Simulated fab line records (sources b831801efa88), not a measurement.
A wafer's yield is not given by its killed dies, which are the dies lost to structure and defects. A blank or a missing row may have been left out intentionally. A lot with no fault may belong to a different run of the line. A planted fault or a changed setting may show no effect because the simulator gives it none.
What tool caused it? / flow sky130 / 12 lots with 34 wafers sampled at 5 steps, on a route of 708 steps

== WHAT THE GAUGES SHOWED, per wafer ==
SKY_GATE_OXIDE_OVL_MEAS_10.
lot=L338; measured=day 14 13:28; on=overlay-02; GATE_OXIDE_OVL (nm)=-0.8 -0.8 -1.2
lot=L339; measured=day 14 20:13; on=overlay-01; GATE_OXIDE_OVL (nm)=1.0 1.0 1.5
lot=L340; measured=day 15 04:43; on=overlay-01; GATE_OXIDE_OVL (nm)=-0.4 0.8 1.1
lot=L343; measured=day 16 11:43; on=overlay-02; GATE_OXIDE_OVL (nm)=0.6 2.2 2.7
lot=L345; measured=day 16 23:25; on=overlay-02; GATE_OXIDE_OVL (nm)=1.5 0.4 -0.7
lot=L344; measured=day 17 00:43; on=overlay-01; GATE_OXIDE_OVL (nm)=-0.8 -2.0 -1.0
lot=L347; measured=day 17 08:04; on=overlay-02; GATE_OXIDE_OVL (nm)=-0.6 0.6 0.1
lot=L348; measured=day 17 19:28; on=overlay-02; GATE_OXIDE_OVL (nm)=0.3 -0.4 1.3
lot=L349; measured=day 18 07:16; on=overlay-01; GATE_OXIDE_OVL (nm)=0.5 -0.6 -0.1
lot=L350; measured=day 18 16:58; on=overlay-01; GATE_OXIDE_OVL (nm)=0.6 0.0 -1.5
lot=L356; measured=day 20 19:40; on=overlay-01; GATE_OXIDE_OVL (nm)=-1.7 -2.5
lot=L357; measured=day 21 06:18; on=overlay-02; GATE_OXIDE_OVL (nm)=-0.5 -1.0

SKY_CONTACT_CD_MEAS_14: the cd target is 170 nm.
lot=L338; measured=day 32 10:12; on=cdSem-01; cdNm (nm)=169.4 169.5 168.6
lot=L339; measured=day 32 16:35; on=cdSem-01; cdNm (nm)=172.7 170.1 170.7
lot=L340; measured=day 32 23:08; on=cdSem-01; cdNm (nm)=172.3 172.8 173.0
lot=L343; measured=day 34 04:24; on=cdSem-01; cdNm (nm)=171.2 170.2 169.5
lot=L345; measured=day 34 14:53; on=cdSem-01; cdNm (nm)=168.1 168.6 168.0
lot=L344; measured=day 34 19:55; on=cdSem-01; cdNm (nm)=168.6 170.5 170.6
lot=L347; measured=day 34 22:16; on=cdSem-01; cdNm (nm)=169.8 168.8 167.7
lot=L348; measured=day 35 11:22; on=cdSem-02; cdNm (nm)=169.9 169.8 169.5
lot=L349; measured=day 35 19:49; on=cdSem-02; cdNm (nm)=169.2 168.7 169.0
lot=L350; measured=day 36 02:04; on=cdSem-02; cdNm (nm)=168.3 169.0 169.1
lot=L356; measured=day 38 00:40; on=cdSem-01; cdNm (nm)=167.8 166.9
lot=L357; measured=day 38 04:59; on=cdSem-01; cdNm (nm)=169.4 171.1

SKY_VIA1_THK_MEAS_01.
lot=L338; measured=day 33 16:08; on=filmMetro-03; VIA1_HDPCVD_THK (nm)=1036 1034 1030
lot=L339; measured=day 33 21:46; on=filmMetro-02; VIA1_HDPCVD_THK (nm)=1021 1030 999
lot=L340; measured=day 34 04:50; on=filmMetro-01; VIA1_HDPCVD_THK (nm)=1040 1026 1018
lot=L343; measured=day 35 10:25; on=filmMetro-01; VIA1_HDPCVD_THK (nm)=1027 1021 1012
lot=L345; measured=day 35 20:17; on=filmMetro-01; VIA1_HDPCVD_THK (nm)=1014 1043 1016
lot=L344; measured=day 36 01:38; on=filmMetro-01; VIA1_HDPCVD_THK (nm)=1025 1024 1027
lot=L347; measured=day 36 04:01; on=filmMetro-02; VIA1_HDPCVD_THK (nm)=1032 1033 1005
lot=L348; measured=day 36 16:47; on=filmMetro-02; VIA1_HDPCVD_THK (nm)=1017 1039 1054
lot=L349; measured=day 37 00:49; on=filmMetro-02; VIA1_HDPCVD_THK (nm)=1013 1027 1016
lot=L350; measured=day 37 07:21; on=filmMetro-03; VIA1_HDPCVD_THK (nm)=1024 1016 1013
lot=L356; measured=day 39 04:25; on=filmMetro-01; VIA1_HDPCVD_THK (nm)=930 1043
lot=L357; measured=day 39 08:58; on=filmMetro-01; VIA1_HDPCVD_THK (nm)=1026 946

== WHICH TOOL RAN EACH LOT (tool, then ch and the chambers of the sampled wafers, then the start) ==
lot=L338; SKY_SONOS_ONO_STRIP_17=plasmaAsher-03 ch 0,1, day 13 10:16; SKY_VIA1_HDPCVD_00=hdpcvd-02 ch 0,2, day 33 16:01
lot=L339; SKY_SONOS_ONO_STRIP_17=plasmaAsher-01 ch 0, day 13 15:51; SKY_VIA1_HDPCVD_00=hdpcvd-02 ch 0,1,2, day 33 21:39
lot=L340; SKY_SONOS_ONO_STRIP_17=plasmaAsher-03 ch 0,1, day 13 23:47; SKY_VIA1_HDPCVD_00=hdpcvd-01 ch 0,1,2, day 34 04:43
lot=L343; SKY_SONOS_ONO_STRIP_17=plasmaAsher-04 ch 0, day 15 04:55; SKY_VIA1_HDPCVD_00=hdpcvd-02 ch 0,1, day 35 10:18
lot=L345; SKY_SONOS_ONO_STRIP_17=plasmaAsher-04 ch 0,1, day 15 17:40; SKY_VIA1_HDPCVD_00=hdpcvd-02 ch 1,2, day 35 20:10
lot=L344; SKY_SONOS_ONO_STRIP_17=plasmaAsher-03 ch 0, day 15 18:38; SKY_VIA1_HDPCVD_00=hdpcvd-02 ch 0,1, day 36 01:27
lot=L347; SKY_SONOS_ONO_STRIP_17=plasmaAsher-04 ch 0, day 16 01:32; SKY_VIA1_HDPCVD_00=hdpcvd-02 ch 0,1, day 36 03:52
lot=L348; SKY_SONOS_ONO_STRIP_17=plasmaAsher-03 ch 0,1, day 16 13:14; SKY_VIA1_HDPCVD_00=hdpcvd-02 ch 0,1, day 36 16:40
lot=L349; SKY_SONOS_ONO_STRIP_17=plasmaAsher-04 ch 0,1, day 16 22:41; SKY_VIA1_HDPCVD_00=hdpcvd-01 ch 0,2, day 37 00:42
lot=L350; SKY_SONOS_ONO_STRIP_17=plasmaAsher-01 ch 0,1, day 17 08:04; SKY_VIA1_HDPCVD_00=hdpcvd-01 ch 0,1,2, day 37 07:16
lot=L356; SKY_SONOS_ONO_STRIP_17=plasmaAsher-03 ch 0,1, day 19 10:36; SKY_VIA1_HDPCVD_00=hdpcvd-02 ch 1,2, day 39 04:17
lot=L357; SKY_SONOS_ONO_STRIP_17=plasmaAsher-04 ch 0,1, day 19 21:41; SKY_VIA1_HDPCVD_00=hdpcvd-02 ch 0,2, day 39 08:50
- SKY_SONOS_ONO_STRIP_17: strips in O2/N2.
- SKY_VIA1_HDPCVD_00: deposits SiO2, target thk 1030 nm, time 171.7 s.

== WHAT THE TOOLS THEMSELVES READ (means of the sampled wafers that have a number; where no wafer has one, the mark that the record gives instead) ==
SKY_SONOS_ONO_STRIP_17.
lot=L338; tool=plasmaAsher-03; drypumpMotorCurrentA (A)=5.2; oesProductAu (a.u.)=0.709; stripTimeToEndpointS (s)=14.06
lot=L339; tool=plasmaAsher-01; drypumpMotorCurrentA (A)=6.1; oesProductAu (a.u.)=0.711; stripTimeToEndpointS (s)=14.11
lot=L340; tool=plasmaAsher-03; drypumpMotorCurrentA (A)=5.2; oesProductAu (a.u.)=0.707; stripTimeToEndpointS (s)=14.07
lot=L343; tool=plasmaAsher-04; drypumpMotorCurrentA (A)=5.1; oesProductAu (a.u.)=0.711; stripTimeToEndpointS (s)=14.08
lot=L345; tool=plasmaAsher-04; drypumpMotorCurrentA (A)=5.6; oesProductAu (a.u.)=0.711; stripTimeToEndpointS (s)=14.06
lot=L344; tool=plasmaAsher-03; drypumpMotorCurrentA (A)=5.3; oesProductAu (a.u.)=0.707; stripTimeToEndpointS (s)=14.06
lot=L347; tool=plasmaAsher-04; drypumpMotorCurrentA (A)=5.1; oesProductAu (a.u.)=0.711; stripTimeToEndpointS (s)=14.13
lot=L348; tool=plasmaAsher-03; drypumpMotorCurrentA (A)=5.2; oesProductAu (a.u.)=0.706; stripTimeToEndpointS (s)=14.12
lot=L349; tool=plasmaAsher-04; drypumpMotorCurrentA (A)=5.4; oesProductAu (a.u.)=0.706; stripTimeToEndpointS (s)=14.08
lot=L350; tool=plasmaAsher-01; drypumpMotorCurrentA (A)=5.4; oesProductAu (a.u.)=0.712; stripTimeToEndpointS (s)=14.09
lot=L356; tool=plasmaAsher-03; drypumpMotorCurrentA (A)=5.2; oesProductAu (a.u.)=0.716; stripTimeToEndpointS (s)=14.11
lot=L357; tool=plasmaAsher-04; drypumpMotorCurrentA (A)=5.4; oesProductAu (a.u.)=0.716; stripTimeToEndpointS (s)=14.09

SKY_VIA1_HDPCVD_00.
lot=L338; tool=hdpcvd-02; pressureMtorr (mTorr)=6.000; runLengthS (s)=199.1; sih4FlowSccm (sccm)=59.93
lot=L339; tool=hdpcvd-02; pressureMtorr (mTorr)=5.987; runLengthS (s)=199.4; sih4FlowSccm (sccm)=59.97
lot=L340; tool=hdpcvd-01; pressureMtorr (mTorr)=5.994; runLengthS (s)=199.4; sih4FlowSccm (sccm)=59.86
lot=L343; tool=hdpcvd-02; pressureMtorr (mTorr)=5.995; runLengthS (s)=199.1; sih4FlowSccm (sccm)=60.20
lot=L345; tool=hdpcvd-02; pressureMtorr (mTorr)=6.000; runLengthS (s)=199.8; sih4FlowSccm (sccm)=59.93
lot=L344; tool=hdpcvd-02; pressureMtorr (mTorr)=6.013; runLengthS (s)=199.0; sih4FlowSccm (sccm)=60.04
lot=L347; tool=hdpcvd-02; pressureMtorr (mTorr)=5.996; runLengthS (s)=199.4; sih4FlowSccm (sccm)=60.15
lot=L348; tool=hdpcvd-02; pressureMtorr (mTorr)=5.994; runLengthS (s)=199.0; sih4FlowSccm (sccm)=60.09
lot=L349; tool=hdpcvd-01; pressureMtorr (mTorr)=6.003; runLengthS (s)=199.8; sih4FlowSccm (sccm)=60.19
lot=L350; tool=hdpcvd-01; pressureMtorr (mTorr)=5.994; runLengthS (s)=199.3; sih4FlowSccm (sccm)=60.19
lot=L356; tool=hdpcvd-02; pressureMtorr (mTorr)=6.011; runLengthS (s)=192.9; sih4FlowSccm (sccm)=60.03
lot=L357; tool=hdpcvd-02; pressureMtorr (mTorr)=5.993; runLengthS (s)=192.8; sih4FlowSccm (sccm)=59.95

== THE ANSWER, worked out from the rows above alone ==
Rule: usual is defined by the lots themselves. The widest of any qualifying gaps counts: lots, ordered by their means at a reading, are off when they make up no more than a third of the lots, leave a main group of 4 or more, and stand apart from it by 3 or more times the standard deviation of that group's means. A main group whose means are all the same, to the digits that the tables above print for the reading, isn't used. A lot without any number at a reading at which 4 lots or more have one is off too. Any other lot the step has rows for is counted as sound. The gauges are gone through in route order, then the tools' own readings, and for those a lot's mean is taken as printed above. At the first step where some lot is off, the reading lying furthest off is the one used; lots without a number count as furthest.
Off: L356, L357, seen at SKY_VIA1_THK_MEAS_01 (VIA1_HDPCVD_THK). Main group: mean 1024 nm, sd 6.3.
If a tool, at a process step before that reading, ran all the lots that are off and no sound lot after the first of them, it fits. The gauges at SKY_VIA1_THK_MEAS_01 aren't tried: what is off there is off at SKY_VIA1_HDPCVD_00 too, on other tools, and a gauge's error can't cause that. One fits: hdpcvd-02 at SKY_VIA1_HDPCVD_00. A fault onset in the window from L348 (day 36 16:40, its last sound lot) to L356 (day 39 04:17, its first lot off) fits.
The tool's own readings at SKY_VIA1_HDPCVD_00 bear it out: on the lots that are off they differ by more than 5 times the standard deviation of the sound lots' means. runLengthS reads 192.9 s there against 199.3 s on the sound lots.

== WHAT HAD BEEN PUT IN BY THE SIMULATOR ==
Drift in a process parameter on hdpcvd-02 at SKY_VIA1_HDPCVD_00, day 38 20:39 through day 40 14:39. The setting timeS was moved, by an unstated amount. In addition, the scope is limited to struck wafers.
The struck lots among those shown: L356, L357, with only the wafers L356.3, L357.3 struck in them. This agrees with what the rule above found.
